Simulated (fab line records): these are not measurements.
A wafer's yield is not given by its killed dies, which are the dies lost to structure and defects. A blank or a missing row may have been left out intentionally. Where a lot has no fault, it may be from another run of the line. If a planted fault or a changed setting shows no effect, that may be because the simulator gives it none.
Problem report in the 8D (eight disciplines) form, filled by code / flow gf180mcu / the parts of the form that need people (team, actions taken, sign-off) are left out

## 1. PROBLEM STATEMENT
Across 6 wafers from 2 lots, CONTACT_W_RS at GF_CONTACT_RS_MEAS_25 averages 0.416 ohm/sq, while fault-free wafers read 0.383 ohm/sq with a standard deviation of 0.0067. Relative to the usual mean, that is a shift of +4.9 standard deviations.
The step: measures by four-point-probe.
First seen on wafer L312.3, day 22 01:58, on film-metro-02. The record holds 39 wafers of 13 lots with a number at this step. By rule, "out" or "out of limits" means more than 4 standard deviations away from the usual mean. All remaining wafers that have a number are taken as sound.

## 2. WHAT IT IS, WHAT IT ISN'T
question=which readings at this step | is=CONTACT_W_RS | is not=-
question=which lots | is=L312, L313 | is not=L295, L296, L297, L298, L300, L302, L303, L307, L309, L310, L318
question=which wafers of those lots | is=all that have a number | is not=-
question=read on which gauges | is=film-metro-02, film-metro-04 | is not=film-metro-03
question=when | is=from day 22 01:58 | is not=up to then (30 sound wafers); but 3 sound wafers of L318 came after

## 3. THE SUSPECTS, EACH WITH WHAT RULES IT OUT
Counting: any tool at a process step up to the reading is kept as a suspect provided that every lot that is out went through it and no sound lot did after the first of them.
- the gauge at GF_CONTACT_RS_MEAS_25 is ruled out. The wafers that are out were read on 2 gauges (film-metro-02, film-metro-04).
- cvd-w-02 at GF_CONTACT_CVD_24 (deposits W, target thk 300 nm, time 90.339 s): kept. It ran every lot that is out, first L312 (day 22 01:51), and no sound lot after that; its last sound lot up to then is L310 (day 21 19:19). Its own readings are out on those wafers: susceptor-temp-C.
After counting, what remains is cvd-w-02 at GF_CONTACT_CVD_24.

## 4. THE CAUSE (what the simulator had put in)
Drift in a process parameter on cvd-w-02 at GF_CONTACT_CVD_24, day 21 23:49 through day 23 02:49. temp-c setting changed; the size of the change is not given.
Only this tool survived the counting.

## 5. THE CHAIN OF EFFECTS, in route order
Each row: a reading whose mean over the struck wafers that have a number lies more than 3 standard deviations from the usual. Scope: only readings with a usual standard deviation given in the record; hours: median across lots of the time from each lot's start at the first step in this table that gives one to its start at this step; sigmas: change in usual standard deviations.
hours=0; step=GF_CONTACT_CVD_24; reading=susceptor-temp-C; usual=400.02 C; on struck wafers=396.82; change=-3.20; sigmas=-15
hours=0; step=GF_CONTACT_RS_MEAS_25; reading=CONTACT_W_RS; usual=0.383 ohm/sq; on struck wafers=0.416; change=+0.033; sigmas=+4.9
hours=0; step=GF_CONTACT_THK_MEAS_26; reading=CONTACT_W_THK; usual=303 nm; on struck wafers=280; change=-22; sigmas=-3.7
Its process steps:
- GF_CONTACT_CVD_24: deposits W, target thk 300 nm, time 90.339 s.

## 6. HOW IT WOULD HAVE BEEN CAUGHT EARLIER
2 hours passed between the start of the fault at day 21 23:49 and the first reading out of limits at a measuring or inspecting step in this record, taken at day 22 01:58.
Tool's own readings at GF_CONTACT_CVD_24, susceptor-temp-C: out on all struck wafers the step has rows for; an alarm limit on them would have tripped on the first.
Among the 2 lots that are out, L313 began GF_CONTACT_CVD_24 on cvd-w-02 after day 22 01:58. A hold on the tool at that time would have spared it.
